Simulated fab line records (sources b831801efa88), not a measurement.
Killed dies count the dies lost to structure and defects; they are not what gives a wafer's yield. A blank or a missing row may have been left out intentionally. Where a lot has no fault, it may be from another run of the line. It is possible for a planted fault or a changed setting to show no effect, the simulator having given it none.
A sampling plan put to the test | flow gf180mcu | each of the 22 faults these records tell of, on one fab line, judged from the records of the lots it struck
Plan = the line's own looks (route steps where a gauge or an inspection reads the wafer without altering it). Where struck wafers have a number at a look and the file lists that look's usual mean and standard deviation on fault-free wafers, the look can be judged. Caught: the struck wafers' mean, at a look after the fault's first step, is 4 or more of those standard deviations (sigma) away from the usual mean. On the tool: here the same test is run on the tool's own readings at the fault's steps. It also counts as caught if the struck wafers ran another recipe or if their record alone is blank.

## THE FAULTS, as the simulator had put them in
1. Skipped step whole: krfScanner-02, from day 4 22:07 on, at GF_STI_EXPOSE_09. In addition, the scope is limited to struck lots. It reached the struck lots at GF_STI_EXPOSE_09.
2. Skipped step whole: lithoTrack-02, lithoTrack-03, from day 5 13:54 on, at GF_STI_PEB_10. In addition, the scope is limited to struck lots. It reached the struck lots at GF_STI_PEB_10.
3. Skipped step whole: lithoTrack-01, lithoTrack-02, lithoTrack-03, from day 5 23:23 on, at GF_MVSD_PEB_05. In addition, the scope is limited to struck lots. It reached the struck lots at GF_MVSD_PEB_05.
4. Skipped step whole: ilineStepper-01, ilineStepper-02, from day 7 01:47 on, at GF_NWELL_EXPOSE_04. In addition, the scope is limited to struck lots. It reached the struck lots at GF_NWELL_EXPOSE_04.
5. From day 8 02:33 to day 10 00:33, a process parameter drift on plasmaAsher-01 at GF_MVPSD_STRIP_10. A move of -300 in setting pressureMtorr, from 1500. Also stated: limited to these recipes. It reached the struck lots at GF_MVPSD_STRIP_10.
6. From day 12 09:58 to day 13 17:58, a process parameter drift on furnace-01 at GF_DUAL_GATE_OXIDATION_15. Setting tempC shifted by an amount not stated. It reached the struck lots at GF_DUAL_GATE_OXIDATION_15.
7. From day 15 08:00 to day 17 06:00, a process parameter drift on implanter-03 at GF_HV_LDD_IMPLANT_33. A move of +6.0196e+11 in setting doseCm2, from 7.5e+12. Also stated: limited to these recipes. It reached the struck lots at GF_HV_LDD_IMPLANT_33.
8. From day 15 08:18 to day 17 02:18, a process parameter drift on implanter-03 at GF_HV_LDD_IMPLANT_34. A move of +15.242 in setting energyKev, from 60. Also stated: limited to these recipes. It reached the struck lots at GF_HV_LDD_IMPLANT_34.
9. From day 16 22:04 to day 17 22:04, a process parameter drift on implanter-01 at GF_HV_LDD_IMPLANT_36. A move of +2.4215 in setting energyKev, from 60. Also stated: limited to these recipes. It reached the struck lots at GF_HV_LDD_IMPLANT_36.
10. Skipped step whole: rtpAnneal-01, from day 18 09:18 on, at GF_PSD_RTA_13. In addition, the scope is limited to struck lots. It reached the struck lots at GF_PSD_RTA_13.
11. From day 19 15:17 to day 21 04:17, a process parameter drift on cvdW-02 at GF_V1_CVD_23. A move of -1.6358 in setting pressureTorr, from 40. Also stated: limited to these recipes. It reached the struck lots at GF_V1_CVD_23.
12. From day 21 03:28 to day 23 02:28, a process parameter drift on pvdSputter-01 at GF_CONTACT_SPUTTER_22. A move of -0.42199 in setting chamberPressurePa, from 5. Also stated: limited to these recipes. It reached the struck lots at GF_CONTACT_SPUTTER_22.
13. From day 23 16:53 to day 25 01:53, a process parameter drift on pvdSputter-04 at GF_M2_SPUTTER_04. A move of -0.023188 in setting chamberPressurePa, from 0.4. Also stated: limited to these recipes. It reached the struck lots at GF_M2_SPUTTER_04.
14. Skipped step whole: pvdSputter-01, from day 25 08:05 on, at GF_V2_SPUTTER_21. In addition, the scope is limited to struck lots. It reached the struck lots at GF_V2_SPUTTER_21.
15. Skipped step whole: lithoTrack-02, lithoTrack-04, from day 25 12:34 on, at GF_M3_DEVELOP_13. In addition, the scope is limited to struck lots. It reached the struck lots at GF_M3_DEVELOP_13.
16. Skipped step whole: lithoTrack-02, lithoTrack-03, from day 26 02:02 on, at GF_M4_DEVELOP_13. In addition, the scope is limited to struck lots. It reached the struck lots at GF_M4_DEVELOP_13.
17. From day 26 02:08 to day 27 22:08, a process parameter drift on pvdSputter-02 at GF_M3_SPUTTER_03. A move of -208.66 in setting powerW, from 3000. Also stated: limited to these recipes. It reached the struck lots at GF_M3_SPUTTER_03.
18. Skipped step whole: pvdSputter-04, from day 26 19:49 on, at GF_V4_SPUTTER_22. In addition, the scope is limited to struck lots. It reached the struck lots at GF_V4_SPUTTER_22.
19. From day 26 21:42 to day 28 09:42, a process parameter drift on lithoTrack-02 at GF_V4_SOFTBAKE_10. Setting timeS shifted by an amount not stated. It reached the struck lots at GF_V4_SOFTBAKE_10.
20. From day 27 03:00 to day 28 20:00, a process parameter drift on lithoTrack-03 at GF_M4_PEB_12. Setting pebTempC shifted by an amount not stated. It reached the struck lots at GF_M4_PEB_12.
21. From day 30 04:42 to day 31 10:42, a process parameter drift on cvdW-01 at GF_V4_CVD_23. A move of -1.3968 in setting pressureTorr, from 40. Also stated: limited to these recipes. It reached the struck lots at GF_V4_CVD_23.
22. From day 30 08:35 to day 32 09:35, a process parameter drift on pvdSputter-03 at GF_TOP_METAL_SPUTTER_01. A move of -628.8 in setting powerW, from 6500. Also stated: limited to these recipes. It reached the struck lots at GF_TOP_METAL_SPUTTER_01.

## WHAT THE PLAN SAW
fault | on the tool itself                               | first look that catches it                      | reading, sigma                                       | median hours from its first step to that look | hours from the fault's start to the first struck lot there | judged looks passed uncaught
1     | no reading that can be judged                    | no look after it can be judged                  | -                                                    | -                                             | -                                                          | 0
2     | the tool's record is blank for the struck wafers | not the one look that can be judged after it    | -                                                    | -                                             | -                                                          | 1
3     | the tool's record is blank for the struck wafers | not the one look that can be judged after it    | -                                                    | -                                             | -                                                          | 1
4     | no reading that can be judged                    | no look after it can be judged                  | -                                                    | -                                             | -                                                          | 0
5     | chamberPressureMTorr -99 or beyond sigma         | none of the 2 looks that can be judged after it | -                                                    | -                                             | -                                                          | 2
6     | tubeCenterTempC -37 sigma                        | not the one look that can be judged after it    | -                                                    | -                                             | -                                                          | 1
7     | doseIonsCm2 +74 sigma                            | not the one look that can be judged after it    | -                                                    | -                                             | -                                                          | 1
8     | beamEnergyKeV +99 or beyond sigma                | none of the 2 looks that can be judged after it | strongest: HV_LDD_3_TW at GF_HV_LDD_TW_MEAS_38, +2.7 | -                                             | -                                                          | 2
9     | beamEnergyKeV +99 or beyond sigma                | no look after it can be judged                  | -                                                    | -                                             | -                                                          | 0
10    | the tool's record is blank for the struck wafers | no look after it can be judged                  | -                                                    | -                                             | -                                                          | 0
11    | chamberPressureTorr -16 sigma                    | not the one look that can be judged after it    | -                                                    | -                                             | -                                                          | 1
12    | chamberPressurePa -39 sigma                      | not the one look that can be judged after it    | -                                                    | -                                             | -                                                          | 1
13    | chamberPressurePa -31 sigma                      | no look after it can be judged                  | -                                                    | -                                             | -                                                          | 0
14    | the tool's record is blank for the struck wafers | no look after it can be judged                  | -                                                    | -                                             | -                                                          | 0
15    | the tool's record is blank for the struck wafers | no look after it can be judged                  | -                                                    | -                                             | -                                                          | 0
16    | the tool's record is blank for the struck wafers | no look after it can be judged                  | -                                                    | -                                             | -                                                          | 0
17    | cathodeDcPowerW -99 or beyond sigma              | no look after it can be judged                  | -                                                    | -                                             | -                                                          | 0
18    | the tool's record is blank for the struck wafers | no look after it can be judged                  | -                                                    | -                                             | -                                                          | 0
19    | runLengthS +26 sigma                             | no look after it can be judged                  | -                                                    | -                                             | -                                                          | 0
20    | heaterPowerTotalW +12 sigma                      | no look after it can be judged                  | -                                                    | -                                             | -                                                          | 0
21    | chamberPressureTorr -16 sigma                    | no look after it can be judged                  | -                                                    | -                                             | -                                                          | 0
22    | cathodeDcPowerW -99 or beyond sigma              | no look after it can be judged                  | -                                                    | -                                             | -                                                          | 0
Dash: fault not caught, or number not given in these records.

Caught at a look: 0 of 22. Caught on the tool: 20 of 22. By one or the other: 20 of 22.
Faults 2, 3, 5, 6, 7, 8, 9, 10, 11, 12, 13, 14, 15, 16, 17, 18, 19, 20, 21, 22 were caught on the tool alone.
Caught by neither: faults 1, 4.
